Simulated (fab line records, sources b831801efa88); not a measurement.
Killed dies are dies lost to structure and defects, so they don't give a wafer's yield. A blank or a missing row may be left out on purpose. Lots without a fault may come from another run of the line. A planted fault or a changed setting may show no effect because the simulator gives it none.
Which tool did it? | flow gf180mcu | 14 lots, 42 wafers sampled, at 4 steps of a route of 602

WHAT THE GAUGES READ, wafer by wafer
GF_M5_OVL_MEAS_08.
lot  | measured     | on         | M5_OVL (nm)
L522 | day 26 02:53 | overlay-01 | 10 5 11
L523 | day 26 11:52 | overlay-01 | -2 -1 -7
L524 | day 26 21:02 | overlay-02 | -4 -4 2
L525 | day 27 05:02 | overlay-02 | -2 -2 -1
L526 | day 27 12:13 | overlay-01 | -3 0 0
L527 | day 27 21:37 | overlay-02 | -11 0 -11
L528 | day 28 04:43 | overlay-02 | 4 3 9
L531 | day 29 05:28 | overlay-02 | 6 8 4
L532 | day 29 10:37 | overlay-01 | -7 1 1
L537 | day 30 21:13 | overlay-01 | 0 3 7
L538 | day 31 02:55 | overlay-01 | -7 1 1
L541 | day 31 18:19 | overlay-01 | -4 -3 -11
L540 | day 31 19:16 | overlay-02 | -1 3 -4
L544 | day 32 11:20 | overlay-01 | -3 5 7

GF_TOP_METAL_OVL_MEAS_15.
lot  | measured     | on         | TOP_METAL_OVL (nm)
L522 | day 27 22:19 | overlay-01 | -1.8 0.6 1.8
L523 | day 28 07:19 | overlay-02 | -0.3 -1.0 -0.8
L524 | day 28 15:47 | overlay-02 | -3.3 -3.1 -3.8
L525 | day 28 21:29 | overlay-01 | -1.9 -2.8 -1.5
L526 | day 29 05:54 | overlay-01 | -1.6 0.7 0.1
L527 | day 29 14:58 | overlay-02 | -0.6 -0.3 -0.5
L528 | day 29 22:28 | overlay-02 | -2.9 -2.3 -1.2
L531 | day 30 20:19 | overlay-01 | -0.7 -2.2 -2.3
L532 | day 31 01:24 | overlay-01 | -0.9 0.5 1.1
L537 | day 32 10:27 | overlay-01 | -1.7 -0.6 0.8
L538 | day 32 16:01 | overlay-02 | 0.6 1.4 -0.3
L541 | day 33 06:18 | overlay-01 | -0.1 -0.8 -0.8
L540 | day 33 07:15 | overlay-01 | -0.4 2.4 0.8
L544 | day 33 22:41 | overlay-02 | -2.6 -2.4 -3.2

WHICH TOOL RAN EACH LOT (tool, then ch and the chambers of the sampled wafers, then the start)
lot  | GF_V5_SPUTTER_22             | GF_TOP_METAL_EXPOSE_11
L522 | pvd_sputter-03, day 27 02:01 | iline_stepper-01 ch 0, day 27 12:43
L523 | pvd_sputter-03, day 27 10:46 | iline_stepper-01 ch 0, day 27 21:35
L524 | pvd_sputter-04, day 27 19:19 | iline_stepper-02 ch 0, day 28 06:23
L525 | pvd_sputter-03, day 28 02:24 | iline_stepper-02 ch 0, day 28 12:37
L526 | pvd_sputter-04, day 28 10:09 | iline_stepper-02 ch 0, day 28 20:27
L527 | pvd_sputter-01, day 28 19:03 | iline_stepper-02 ch 0, day 29 05:40
L528 | pvd_sputter-01, day 29 02:30 | iline_stepper-02 ch 0, day 29 13:17
L531 | pvd_sputter-03, day 30 01:49 | iline_stepper-02 ch 0, day 30 11:42
L532 | pvd_sputter-03, day 30 06:32 | iline_stepper-02 ch 0, day 30 16:42
L537 | pvd_sputter-03, day 31 16:57 | iline_stepper-01 ch 0, day 32 02:17
L538 | pvd_sputter-04, day 31 23:15 | iline_stepper-02 ch 0, day 32 08:26
L541 | pvd_sputter-04, day 32 13:23 | iline_stepper-01 ch 0, day 32 22:34
L540 | pvd_sputter-03, day 32 14:09 | iline_stepper-01 ch 0, day 32 23:30
L544 | pvd_sputter-04, day 33 05:35 | iline_stepper-02 ch 0, day 33 14:48
- GF_V5_SPUTTER_22: material TiN, target thk 10 nm, time 40 s.
- GF_TOP_METAL_EXPOSE_11: exposes mask MetalTop, target cd 440 nm.

WHAT THE TOOLS THEMSELVES READ (means of the sampled wafers that have a number; where no wafer has one, the mark that the record gives instead)
GF_V5_SPUTTER_22.
lot  | tool           | throttle_valve_pct (%)
L522 | pvd_sputter-03 | 30.6
L523 | pvd_sputter-03 | 30.2
L524 | pvd_sputter-04 | 29.1
L525 | pvd_sputter-03 | 29.9
L526 | pvd_sputter-04 | 30.5
L527 | pvd_sputter-01 | 30.1
L528 | pvd_sputter-01 | 29.5
L531 | pvd_sputter-03 | 29.7
L532 | pvd_sputter-03 | 30.0
L537 | pvd_sputter-03 | 30.4
L538 | pvd_sputter-04 | 30.6
L541 | pvd_sputter-04 | 30.2
L540 | pvd_sputter-03 | 30.5
L544 | pvd_sputter-04 | 30.6

GF_TOP_METAL_EXPOSE_11.
lot  | tool             | exposure_dose_mJ_cm2
L522 | iline_stepper-01 | 169.91
L523 | iline_stepper-01 | 169.90
L524 | iline_stepper-02 | 169.83
L525 | iline_stepper-02 | 169.89
L526 | iline_stepper-02 | 169.86
L527 | iline_stepper-02 | 169.89
L528 | iline_stepper-02 | 170.05
L531 | iline_stepper-02 | 169.87
L532 | iline_stepper-02 | 170.01
L537 | iline_stepper-01 | 172.19
L538 | iline_stepper-02 | 170.05
L541 | iline_stepper-01 | 171.56
L540 | iline_stepper-01 | 171.79
L544 | iline_stepper-02 | 170.32

THE ANSWER, worked out from the rows above alone
Rule: what is usual is taken from the lots themselves. Put in order of their means at a reading, lots are off if they are a third of the lots or fewer, leave a main group of 4 or more, and stand apart from it by a gap of 3 or more times the standard deviation of the main group's means; of several such gaps the widest counts. A main group whose means are all the same, to the digits that the tables above print for the reading, isn't used. A lot without any number at a reading at which 4 lots or more have one is off too. The other lots that the step has rows for count as sound. The gauges are gone through in route order, then the tools' own readings, and for those a lot's mean is taken as printed above. The first step at which some lot is off is used, and at that step the reading that is off furthest; a lot without a number counts as furthest.
Off: L537, L541, L540, at GF_TOP_METAL_EXPOSE_11 (exposure_dose_mJ_cm2). The main group: mean 169.96, standard deviation 0.13.
A tool fits if, at that step or a process step before it, it ran every lot that is off, and no sound lot after the first of them. One fits: iline_stepper-01 at GF_TOP_METAL_EXPOSE_11. Its last sound lot is L523 (day 27 21:35), its first lot that is off L537 (day 32 02:17): a fault that began between those two fits.
The tool's own readings at GF_TOP_METAL_EXPOSE_11 bear it out: on the lots that are off they differ by more than 5 times the standard deviation of the sound lots' means. exposure_dose_mJ_cm2 reads 171.85 there against 169.96 on the sound lots.

WHAT THE SIMULATOR HAD PUT IN
Process parameter drift: iline_stepper-01, from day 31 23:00 on, at GF_TOP_METAL_EXPOSE_11. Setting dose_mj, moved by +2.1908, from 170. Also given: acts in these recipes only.
Lots struck among those shown: L537, L541, L540. The rule above found the same.
